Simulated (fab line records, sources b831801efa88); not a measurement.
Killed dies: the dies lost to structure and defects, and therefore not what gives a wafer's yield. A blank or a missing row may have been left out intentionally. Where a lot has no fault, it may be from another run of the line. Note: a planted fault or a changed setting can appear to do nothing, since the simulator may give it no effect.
Code-filled problem report in 8D (eight disciplines) form | flow sky130 | the parts of the form that need people (team, actions taken, sign-off) are left out

## 1. WHAT IS WRONG
doseIonsCm2 at SKY_LDD_N_IMPLANT_10 reads a mean of 8.348e+13 on 6 wafers of 2 lots; wafers without a fault read 7.497e+13 with a standard deviation of 8.8e+10. Relative to the usual mean, that is a shift of +97 standard deviations.
Earliest sighting: wafer L713.1 on implanter-01 at day 22 00:12. The record has a number at this step for 18 wafers belonging to 6 lots. The rule behind "out" and "out of limits": a value lying over 4 standard deviations away from the usual mean. Any other wafer with a number is counted as sound.

## 2. WHAT IT IS AND WHAT IT IS NOT
question                    | is                            | is not
which readings at this step | doseIonsCm2, faradayCurrentUA | -
which lots                  | L713, L714                    | L706, L709, L723, L726
which wafers of those lots  | all that have a number        | -
read on which tools         | implanter-01                  | implanter-03, implanter-04
when                        | from day 22 00:12             | up to then (6 sound wafers); but 6 sound wafers of L723, L726 came after

## 3. THE SUSPECTS, EACH WITH WHAT RULES IT OUT
Counting: a tool at any process step up to the reading remains a suspect when it ran all the lots that are out and ran no sound lot after the first of those.
- implanter-01 at SKY_LDD_N_IMPLANT_10: ruled out as a lasting fault. After its first lot that is out, L713 (day 22 00:12), sound lots L726 ran on it.
Left after counting: nothing in the record.

## 4. THE CAUSE (what the simulator had put in)
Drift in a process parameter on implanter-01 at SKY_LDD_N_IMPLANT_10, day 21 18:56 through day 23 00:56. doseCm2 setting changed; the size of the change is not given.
Counting ruled it out, wrongly.

## 5. THE EFFECT CHAIN, in route order
Rows list readings where the struck wafers' mean (over those with a number) sits beyond 3 standard deviations from the usual. Readings are gone through only where the record gives a usual standard deviation; hours: the median, over the lots, of the time from a lot's start at the first step in this table giving one to that lot's start at this step; sigmas: the change measured in usual standard deviations.
hours | step                 | reading          | usual     | on struck wafers | change     | sigmas
0     | SKY_LDD_N_IMPLANT_10 | doseIonsCm2      | 7.497e+13 | 8.348e+13        | +8.508e+12 | +97
0     | SKY_LDD_N_IMPLANT_10 | faradayCurrentUA | 423       | 468              | +45        | +5.0
Here are the process steps it includes:
- SKY_LDD_N_IMPLANT_10

## 6. WHAT WOULD HAVE CAUGHT IT SOONER
5 hours passed between the start of the fault at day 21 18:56 and the first reading out of limits in this record, taken at day 22 00:12.
